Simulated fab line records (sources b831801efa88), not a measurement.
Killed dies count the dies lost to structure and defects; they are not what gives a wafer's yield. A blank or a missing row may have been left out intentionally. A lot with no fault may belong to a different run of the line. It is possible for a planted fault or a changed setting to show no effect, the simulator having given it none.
Which of the tools did it? / flow gf180mcu / 39 wafers from 13 lots sampled at 4 of the route's 602 steps

WHAT THE GAUGES SHOWED, per wafer
GF_HV_LDD_TW_MEAS_50. Usual: HV_LDD_4_TW typically reads 569, with standard deviation 3.5.
lot=L799; measured=day 12 03:10; on=film metro-02; HV_LDD_4_TW=572 568 572; flag=
lot=L801; measured=day 12 22:52; on=film metro-02; HV_LDD_4_TW=568 570 571; flag=
lot=L803; measured=day 13 14:28; on=film metro-01; HV_LDD_4_TW=564 564 563; flag=
lot=L805; measured=day 14 05:08; on=film metro-02; HV_LDD_4_TW=568 567 567; flag=
lot=L808; measured=day 15 10:29; on=film metro-02; HV_LDD_4_TW=564 566 564; flag=
lot=L811; measured=day 16 13:17; on=film metro-04; HV_LDD_4_TW=573 576 570; flag=
lot=L814; measured=day 17 14:28; on=film metro-01; HV_LDD_4_TW=566 567 567; flag=
lot=L815; measured=day 17 22:58; on=film metro-01; HV_LDD_4_TW=568 567 569; flag=
lot=L817; measured=day 18 15:34; on=film metro-01; HV_LDD_4_TW=569 566 572; flag=
lot=L818; measured=day 18 20:08; on=film metro-04; HV_LDD_4_TW=572 571 573; flag=
lot=L819; measured=day 19 04:52; on=film metro-02; HV_LDD_4_TW=570 568 568; flag=
lot=L821; measured=day 19 23:05; on=film metro-01; HV_LDD_4_TW=566 569 568; flag=
lot=L822; measured=day 20 09:04; on=film metro-02; HV_LDD_4_TW=569 570 570; flag=

TOOL THAT RAN EACH LOT (tool first, then ch and the chambers of the sampled wafers, then the start)
lot=L799; GF_POLY_GATE_ETCH_12=rie diel-02 ch 0,1,3, day 9 00:46; GF_HV_LDD_IMPLANT_33=implanter-01 ch 0, day 11 07:04; GF_HV_LDD_STRIP_37=plasma asher-02 ch 0,1, day 11 07:40
lot=L801; GF_POLY_GATE_ETCH_12=rie diel-02 ch 0,2,3, day 9 18:16; GF_HV_LDD_IMPLANT_33=implanter-03 ch 0, day 12 02:37; GF_HV_LDD_STRIP_37=plasma asher-01 ch 0,1, day 12 03:13
lot=L803; GF_POLY_GATE_ETCH_12=rie diel-02 ch 1,2,3, day 10 06:55; GF_HV_LDD_IMPLANT_33=implanter-03 ch 0, day 12 16:58; GF_HV_LDD_STRIP_37=plasma asher-02 ch 0,1, day 12 17:34
lot=L805; GF_POLY_GATE_ETCH_12=rie diel-03 ch 0,2,3, day 10 18:46; GF_HV_LDD_IMPLANT_33=implanter-01 ch 0, day 13 08:04; GF_HV_LDD_STRIP_37=plasma asher-03 ch 0,1, day 13 08:38
lot=L808; GF_POLY_GATE_ETCH_12=rie diel-03 ch 0,1,3, day 11 20:25; GF_HV_LDD_IMPLANT_33=implanter-01 ch 0, day 14 12:25; GF_HV_LDD_STRIP_37=plasma asher-03 ch 0,1, day 14 12:59
lot=L811; GF_POLY_GATE_ETCH_12=rie diel-04 ch 1,2, day 12 21:16; GF_HV_LDD_IMPLANT_33=implanter-01 ch 0, day 15 14:28; GF_HV_LDD_STRIP_37=plasma asher-01 ch 0,1, day 15 15:02
lot=L814; GF_POLY_GATE_ETCH_12=rie diel-03 ch 0,1,3, day 13 17:25; GF_HV_LDD_IMPLANT_33=implanter-02 ch 0, day 16 15:29; GF_HV_LDD_STRIP_37=plasma asher-01 ch 0,1, day 16 16:04
lot=L815; GF_POLY_GATE_ETCH_12=rie diel-04 ch 1,2, day 13 23:07; GF_HV_LDD_IMPLANT_33=implanter-03 ch 0, day 16 22:49; GF_HV_LDD_STRIP_37=plasma asher-03 ch 0,1, day 16 23:25
lot=L817; GF_POLY_GATE_ETCH_12=rie diel-03 ch 1,3, day 14 15:55; GF_HV_LDD_IMPLANT_33=implanter-02 ch 0, day 17 15:28; GF_HV_LDD_STRIP_37=plasma asher-02 ch 0,1, day 17 16:04
lot=L818; GF_POLY_GATE_ETCH_12=rie diel-03 ch 0,1,2, day 14 23:01; GF_HV_LDD_IMPLANT_33=implanter-03 ch 0, day 17 20:17; GF_HV_LDD_STRIP_37=plasma asher-02 ch 0,1, day 17 20:52
lot=L819; GF_POLY_GATE_ETCH_12=rie diel-02 ch 1,2,3, day 15 06:52; GF_HV_LDD_IMPLANT_33=implanter-03 ch 0, day 18 03:59; GF_HV_LDD_STRIP_37=plasma asher-01 ch 0,1, day 18 04:34
lot=L821; GF_POLY_GATE_ETCH_12=rie diel-02 ch 0,1,3, day 15 21:46; GF_HV_LDD_IMPLANT_33=implanter-02 ch 0, day 18 21:20; GF_HV_LDD_STRIP_37=plasma asher-01 ch 1, day 18 21:55
lot=L822; GF_POLY_GATE_ETCH_12=rie diel-03 ch 0,3, day 16 07:28; GF_HV_LDD_IMPLANT_33=implanter-03 ch 0, day 19 07:31; GF_HV_LDD_STRIP_37=plasma asher-02 ch 0,1, day 19 08:07
- GF_POLY_GATE_ETCH_12: etches BARC in N2/H2.
- GF_HV_LDD_IMPLANT_33
- GF_HV_LDD_STRIP_37: strips in O2/N2.

AS READ BY THE TOOLS THEMSELVES (means over the sampled wafers that have a number; for cases with no such wafer, the mark the record gives instead)
GF_POLY_GATE_ETCH_12. Usual: drypump motor current A 5.7 A, standard deviation 0.55; oes product au 0.735 a.u., standard deviation 0.0046; throttle valve pct 13.215 %, standard deviation 0.0089.
lot=L799; tool=rie diel-02; drypump motor current A (A)=5.9; oes product au (a.u.)=0.737; throttle valve pct (%)=13.207; flag=
lot=L801; tool=rie diel-02; drypump motor current A (A)=5.6; oes product au (a.u.)=0.737; throttle valve pct (%)=13.218; flag=
lot=L803; tool=rie diel-02; drypump motor current A (A)=5.5; oes product au (a.u.)=0.732; throttle valve pct (%)=13.212; flag=
lot=L805; tool=rie diel-03; drypump motor current A (A)=6.1; oes product au (a.u.)=0.733; throttle valve pct (%)=13.210; flag=
lot=L808; tool=rie diel-03; drypump motor current A (A)=6.2; oes product au (a.u.)=0.731; throttle valve pct (%)=13.213; flag=
lot=L811; tool=rie diel-04; drypump motor current A (A)=5.0; oes product au (a.u.)=0.729; throttle valve pct (%)=13.215; flag=
lot=L814; tool=rie diel-03; drypump motor current A (A)=6.2; oes product au (a.u.)=0.739; throttle valve pct (%)=13.209; flag=
lot=L815; tool=rie diel-04; drypump motor current A (A)=4.9; oes product au (a.u.)=0.731; throttle valve pct (%)=13.215; flag=
lot=L817; tool=rie diel-03; drypump motor current A (A)=6.3; oes product au (a.u.)=0.735; throttle valve pct (%)=13.218; flag=
lot=L818; tool=rie diel-03; drypump motor current A (A)=5.8; oes product au (a.u.)=0.738; throttle valve pct (%)=13.209; flag=
lot=L819; tool=rie diel-02; drypump motor current A (A)=5.5; oes product au (a.u.)=0.735; throttle valve pct (%)=13.224; flag=
lot=L821; tool=rie diel-02; drypump motor current A (A)=5.9; oes product au (a.u.)=0.735; throttle valve pct (%)=13.212; flag=
lot=L822; tool=rie diel-03; drypump motor current A (A)=6.5; oes product au (a.u.)=0.738; throttle valve pct (%)=13.207; flag=

GF_HV_LDD_IMPLANT_33. Usual: dose ions cm2 7.5e+12, standard deviation 8.2e+09; end station pressure torr 5.03e-06 Torr, standard deviation 2.7e-07; faraday current uA 42.3, standard deviation 0.81.
lot=L799; tool=implanter-01; dose ions cm2=7.5e+12; end station pressure torr (Torr)=5.00e-06; faraday current uA=42.9; flag=
lot=L801; tool=implanter-03; dose ions cm2=7.5e+12; end station pressure torr (Torr)=4.97e-06; faraday current uA=41.9; flag=
lot=L803; tool=implanter-03; dose ions cm2=7.5e+12; end station pressure torr (Torr)=4.96e-06; faraday current uA=41.9; flag=
lot=L805; tool=implanter-01; dose ions cm2=7.5e+12; end station pressure torr (Torr)=4.96e-06; faraday current uA=42.6; flag=
lot=L808; tool=implanter-01; dose ions cm2=7.8e+12; end station pressure torr (Torr)=5.18e-06; faraday current uA=44.8; flag=OFF
lot=L811; tool=implanter-01; dose ions cm2=7.8e+12; end station pressure torr (Torr)=4.93e-06; faraday current uA=44.5; flag=OFF
lot=L814; tool=implanter-02; dose ions cm2=7.5e+12; end station pressure torr (Torr)=4.85e-06; faraday current uA=43.1; flag=
lot=L815; tool=implanter-03; dose ions cm2=7.5e+12; end station pressure torr (Torr)=4.89e-06; faraday current uA=41.8; flag=
lot=L817; tool=implanter-02; dose ions cm2=7.5e+12; end station pressure torr (Torr)=5.19e-06; faraday current uA=42.2; flag=
lot=L818; tool=implanter-03; dose ions cm2=7.5e+12; end station pressure torr (Torr)=5.16e-06; faraday current uA=42.0; flag=
lot=L819; tool=implanter-03; dose ions cm2=7.5e+12; end station pressure torr (Torr)=4.97e-06; faraday current uA=42.6; flag=
lot=L821; tool=implanter-02; dose ions cm2=7.5e+12; end station pressure torr (Torr)=4.82e-06; faraday current uA=43.7; flag=
lot=L822; tool=implanter-03; dose ions cm2=7.5e+12; end station pressure torr (Torr)=5.13e-06; faraday current uA=42.5; flag=

GF_HV_LDD_STRIP_37. Usual: drypump motor current A 5.8 A, standard deviation 0.53; heater power w 308 W, standard deviation 26; oes product au 0.716 a.u., standard deviation 0.0041; strip time to endpoint s 12.65 s, standard deviation 0.035.
lot=L799; tool=plasma asher-02; drypump motor current A (A)=5.7; heater power w (W)=313; oes product au (a.u.)=0.719; strip time to endpoint s (s)=12.64; flag=
lot=L801; tool=plasma asher-01; drypump motor current A (A)=6.1; heater power w (W)=280; oes product au (a.u.)=0.715; strip time to endpoint s (s)=12.63; flag=
lot=L803; tool=plasma asher-02; drypump motor current A (A)=5.6; heater power w (W)=316; oes product au (a.u.)=0.714; strip time to endpoint s (s)=12.60; flag=
lot=L805; tool=plasma asher-03; drypump motor current A (A)=5.7; heater power w (W)=336; oes product au (a.u.)=0.713; strip time to endpoint s (s)=12.62; flag=
lot=L808; tool=plasma asher-03; drypump motor current A (A)=5.7; heater power w (W)=326; oes product au (a.u.)=0.715; strip time to endpoint s (s)=12.63; flag=
lot=L811; tool=plasma asher-01; drypump motor current A (A)=5.8; heater power w (W)=282; oes product au (a.u.)=0.720; strip time to endpoint s (s)=12.67; flag=
lot=L814; tool=plasma asher-01; drypump motor current A (A)=6.1; heater power w (W)=282; oes product au (a.u.)=0.720; strip time to endpoint s (s)=12.64; flag=
lot=L815; tool=plasma asher-03; drypump motor current A (A)=6.2; heater power w (W)=348; oes product au (a.u.)=0.713; strip time to endpoint s (s)=12.67; flag=
lot=L817; tool=plasma asher-02; drypump motor current A (A)=5.6; heater power w (W)=313; oes product au (a.u.)=0.722; strip time to endpoint s (s)=12.64; flag=
lot=L818; tool=plasma asher-02; drypump motor current A (A)=5.6; heater power w (W)=312; oes product au (a.u.)=0.717; strip time to endpoint s (s)=12.67; flag=
lot=L819; tool=plasma asher-01; drypump motor current A (A)=6.1; heater power w (W)=279; oes product au (a.u.)=0.715; strip time to endpoint s (s)=12.64; flag=
lot=L821; tool=plasma asher-01; drypump motor current A (A)=6.4; heater power w (W)=279; oes product au (a.u.)=0.715; strip time to endpoint s (s)=12.66; flag=
lot=L822; tool=plasma asher-02; drypump motor current A (A)=5.7; heater power w (W)=312; oes product au (a.u.)=0.715; strip time to endpoint s (s)=12.67; flag=

THE ANSWER, worked out from the rows above alone
Rule: a lot counts as off when the mean over its wafers that have a number is more than 3 standard deviations away from the usual mean. A lot without any number at a reading at which 4 lots or more have one is off too. Any other lot the step has rows for is counted as sound. After the gauges, taken in route order, come the tools' own readings; for these a lot's mean is taken, as printed above. At the first step where some lot is off, the reading lying furthest off is the one used; lots without a number count as furthest.
Off: L808, L811 (GF_HV_LDD_IMPLANT_33, dose ions cm2).
A tool fits if, at that step or a process step before it, it ran every lot that is off, and no sound lot after the first of them. One fits: GF_HV_LDD_IMPLANT_33 on implanter-01. A fault onset in the window from L805 (day 13 08:04, its last sound lot) to L808 (day 14 12:25, its first lot off) fits.
The tool's own readings at GF_HV_LDD_IMPLANT_33 bear it out: on the lots that are off they differ by more than 5 times the standard deviation of the sound lots' means. dose ions cm2 reads 7.8e+12 there against 7.5e+12 on the sound lots.

WHAT WAS PUT IN BY THE SIMULATOR
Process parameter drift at GF_HV_LDD_IMPLANT_33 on implanter-01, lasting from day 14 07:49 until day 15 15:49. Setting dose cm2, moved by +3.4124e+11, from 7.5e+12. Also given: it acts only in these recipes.
Lots struck among those shown: L808, L811. The same result came from the rule above.
